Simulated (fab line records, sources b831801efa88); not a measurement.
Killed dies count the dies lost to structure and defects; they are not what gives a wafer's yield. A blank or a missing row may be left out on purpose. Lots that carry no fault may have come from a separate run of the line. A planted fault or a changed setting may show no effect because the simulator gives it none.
The tool behind it: which one? ; flow gf180mcu ; at 1 step of a route of 602, 12 lots with 36 wafers sampled

== WHAT THE GAUGES READ, wafer by wafer ==
GF_STI_THK_MEAS_02.
lot;measured;on;STI_OXIDATION_THK (nm)
L075;day 1 17:37;film_metro-04;10.13 10.19 10.10
L077;day 2 02:31;film_metro-02;9.98 10.02 9.98
L079;day 2 12:35;film_metro-02;10.35 10.34 10.45
L081;day 2 23:29;film_metro-02;10.00 10.19 9.83
L083;day 3 08:52;film_metro-04;10.08 9.98 9.90
L085;day 3 19:29;film_metro-04;10.05 10.24 10.19
L087;day 4 05:04;film_metro-02;10.10 9.92 9.98
L089;day 4 14:31;film_metro-02;10.25 10.18 10.16
L091;day 5 00:55;film_metro-02;10.16 10.02 10.08
L093;day 5 10:44;film_metro-02;10.08 9.93 9.91
L095;day 5 20:31;film_metro-02;10.30 10.26 10.40
L097;day 6 06:31;film_metro-02;10.11 10.00 9.90

== TOOL THAT RAN EACH LOT (tool first, then ch and the chambers of the sampled wafers, then the start) ==
No process step before these readings appears in the record.

== THE ANSWER, worked out from the rows above alone ==
Rule: the lots themselves supply what counts as usual. The widest of any qualifying gaps counts: lots, ordered by their means at a reading, are off when they make up no more than a third of the lots, leave a main group of 4 or more, and stand apart from it by 3 or more times the standard deviation of that group's means. A main group is skipped when, at the precision printed for the reading in the tables above, its means are all equal. Also off: a lot with no number at a reading for which 4 or more lots have one. All remaining lots with rows at the step are treated as sound.
None of the lots is off at any reading shown; this tells nothing.

== WHAT HAD BEEN PUT IN BY THE SIMULATOR ==
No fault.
